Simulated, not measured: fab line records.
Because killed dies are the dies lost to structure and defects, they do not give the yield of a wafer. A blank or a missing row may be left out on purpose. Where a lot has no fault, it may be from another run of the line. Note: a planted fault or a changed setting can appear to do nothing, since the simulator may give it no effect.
Matching of chambers / flow sky130 / SKY_FIELD_ISO_ETCH_17 on rie-si-02: 4 sister chambers
The step etches Si in HBr/Cl2/O2, target depth 342 nm, time 97.7 s. 4 wafers are shown with their chamber, then 9 later ones without.

== WAFERS PAIRED WITH THEIR CHAMBERS ==
wafer=L413.4; chamber=1; drypump-motor-current-A (A)=5.61
wafer=L418.4; chamber=0; drypump-motor-current-A (A)=5.02
wafer=L418.5; chamber=3; drypump-motor-current-A (A)=5.59
wafer=L418.6; chamber=2; drypump-motor-current-A (A)=5.50

== WAFERS WITHOUT THEIR CHAMBER ==
wafer=L426.4; drypump-motor-current-A (A)=5.05
wafer=L426.5; drypump-motor-current-A (A)=5.47
wafer=L426.6; drypump-motor-current-A (A)=5.62
wafer=L430.1; drypump-motor-current-A (A)=5.60
wafer=L430.2; drypump-motor-current-A (A)=5.49
wafer=L430.3; drypump-motor-current-A (A)=5.02
wafer=L431.3; drypump-motor-current-A (A)=5.59
wafer=L431.4; drypump-motor-current-A (A)=5.03
wafer=L431.5; drypump-motor-current-A (A)=5.47

== WHICH CHAMBER EACH ONE RAN IN ==
wafer=L426.4; from the rows above=0; in truth=0
wafer=L426.5; from the rows above=2; in truth=2
wafer=L426.6; from the rows above=can't be placed: 1 or 3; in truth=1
wafer=L430.1; from the rows above=can't be placed: 3 or 1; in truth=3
wafer=L430.2; from the rows above=2; in truth=2
wafer=L430.3; from the rows above=0; in truth=0
wafer=L431.3; from the rows above=can't be placed: 3 or 1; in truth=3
wafer=L431.4; from the rows above=0; in truth=0
wafer=L431.5; from the rows above=2; in truth=2
Correctly placed: 6 of 9. Unplaceable from these rows: 3, with the true chamber sitting among the candidates in 3. Number placed wrongly: 0.
How it was worked out, from the rows above alone: a wafer's distance from a chamber is the root of the sum, over the readings, of the square of ((its reading less the chamber's mean) divided by the reading's scatter). If the next closest chamber is less than 2 further off than the closest, the wafer can't be placed; otherwise it belongs to the closest. For every chamber, the mean is computed from those of its wafers that are shown. The scatter: root of mean squared gap, hidden wafer to nearest shown wafer, with one shown wafer a chamber.
